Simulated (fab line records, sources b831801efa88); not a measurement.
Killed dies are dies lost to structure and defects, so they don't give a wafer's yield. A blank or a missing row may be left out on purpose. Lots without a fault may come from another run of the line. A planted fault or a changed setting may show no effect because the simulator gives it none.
A struck lot beside a sound one | flow sky130 | 18 steps out of a route of 708
Sound: wafers L425.4, L425.5, L425.6. Struck: wafers L441.3, L441.4, L441.6. The cause comes at the end.
At each step with rows: each side's tool, then ch and its chambers, then its first start. Under that, the readings that differ: sound wafers | struck wafers | difference of the means | sigmas: that difference in standard deviations of wafers without a fault.
alike: readings whose means differ by less than 2 such deviations, and words and numbers that are the same on both sides. not compared: withheld readings, readings that some wafer has no value for, bounds like >300 that may hide the same value, and numbers for which the record gives no deviation and whose values overlap.
The two part at a step that has a row with sigmas, a row that says differs or no value, or rows on one side only. Numbers that don't overlap but have no deviation are shown without sigmas and don't part them. A reading that every wafer of one side lacks parts them only if that side has two wafers or more.

first, 1 step without rows for these wafers: SKY_VT_ADJUST_PCH_IMPLANT_08.
SKY_VT_ADJUST_PCH_STRIP_09: strips in O2/N2.
  sound on plasma_asher-02 ch 0,1, day 10 06:29; struck on plasma_asher-02 ch 0,1, day 15 09:41
  alike: chamber_pressure_mTorr, drypump_motor_current_A, oes_product_au, strip_time_to_endpoint_s
  not compared: rf_hours_counter_h
SKY_VT_ADJUST_PCH_TW_MEAS_10:
  sound on film_metro-02, day 10 06:35; struck on film_metro-03, day 15 09:47
  alike: VT_ADJUST_PCH_TW
then, 7 steps without rows for these wafers: SKY_SONOS_TUNNEL_DEHYDRATE_00 (time 60 s); SKY_SONOS_TUNNEL_HMDS_01 (prime time 60 s); SKY_SONOS_TUNNEL_COAT_02 (resist thk 1140 nm); SKY_SONOS_TUNNEL_SOFTBAKE_03 (time 60 s); SKY_SONOS_TUNNEL_EXPOSE_04 (exposes mask TUNM, target cd 410 nm); SKY_SONOS_TUNNEL_PEB_05; SKY_SONOS_TUNNEL_DEVELOP_06 (develop time 60 s).
SKY_SONOS_TUNNEL_CD_MEAS_07: target cd 410 nm.
  sound on cd_sem-01, day 11 05:23; struck on cd_sem-01, day 16 12:54
  alike: cd_nm
SKY_SONOS_TUNNEL_OVL_MEAS_08:
  sound on overlay-02, day 11 05:28; struck on overlay-02, day 16 12:59
  alike: SONOS_TUNNEL_OVL
SKY_SONOS_TUNNEL_IMPLANT_09:
  sound on implanter-03 ch 0, day 11 05:34; struck on implanter-01 ch 0, day 16 13:04
  reading            | sound                          | struck                        | difference | sigmas
  beam_energy_keV    | 20.010 20.013 20.014           | 20.001 20.002 19.994          | -0.013     | -2
  dose_ions_cm2      | 9.997e+11 1.0004e+12 9.998e+11 | 3.935e+11 3.958e+11 3.946e+11 | -6.053e+11 | -99 or more
  faraday_current_uA | 5.56 5.59 5.66                 | 2.13 2.20 2.24                | -3.41      | -28
then, 2 steps without rows for these wafers: SKY_SONOS_TUNNEL_WET_ETCH_10 (etches SiO2 in dHF, target depth 14 nm, time 280 s); SKY_SONOS_TUNNEL_STRIP_11 (strips in SPM, time 600 s).
SKY_SONOS_TUNNEL_TW_MEAS_12:
  sound on film_metro-03, day 11 05:56; struck on film_metro-04, day 16 13:27
  reading         | sound             | struck            | difference | sigmas
  SONOS_TUNNEL_TW | 197.1 197.0 197.6 | 154.1 153.2 154.2 | -43.4      | -31
then, 1 step without rows for these wafers: SKY_SONOS_TUNNEL_CLEAN_13 (cleans in dHF, time 20 s).
-- the record jumps here: 33 days lie between the struck wafers' starts before and after (it left off in module SONOS_TUNNEL and takes up again in module PAD_OPEN, whose first step shown is number 708 of the route) --
SKY_PAD_OPEN_PROBE_99:
  sound on prober-02, day 45 20:17; struck on prober-02, day 49 12:56
  reading                                     | sound                  | struck                 | difference | sigmas
  model.etest.sonos_uncharged.r_on_ohm_um     | 807.7 806.5 815.5      | 767 798.8 768.5        | -32        |
  model.etest.sonos_programmed.off_log10_a_um | -14.01 -13.85 -13.95   | -13.26 -13.45 -13.63   | +0.49      |
  model.etest.sonos_uncharged.vt_v (V)        | -0.4297 -0.439 -0.4244 | -0.5799 -0.5551 -0.562 | -0.1346    |
  model.etest.sonos_erased.vt_v (V)           | -2.329 -2.257 -2.195   | -2.528 -2.438 -2.596   | -0.260     |
  alike: killed_at_M0_to_M3, killed_at_M4_up, killed_at_contacts, killed_at_front_end, killed_at_other, killed_dies, killed_open, killed_short
  not compared: model.etest.sonos_programmed.vt_v, model.etest.sonos_baked.vt_v

WHERE THEY PART
First at SKY_SONOS_TUNNEL_IMPLANT_09; last, within this record, at SKY_SONOS_TUNNEL_TW_MEAS_12. Later steps at which nothing parts them and some readings are alike: SKY_PAD_OPEN_PROBE_99.

WHY: what the simulator had put in
Process parameter drift: implanter-01, from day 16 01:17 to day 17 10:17, at SKY_SONOS_TUNNEL_IMPLANT_09. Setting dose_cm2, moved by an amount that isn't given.
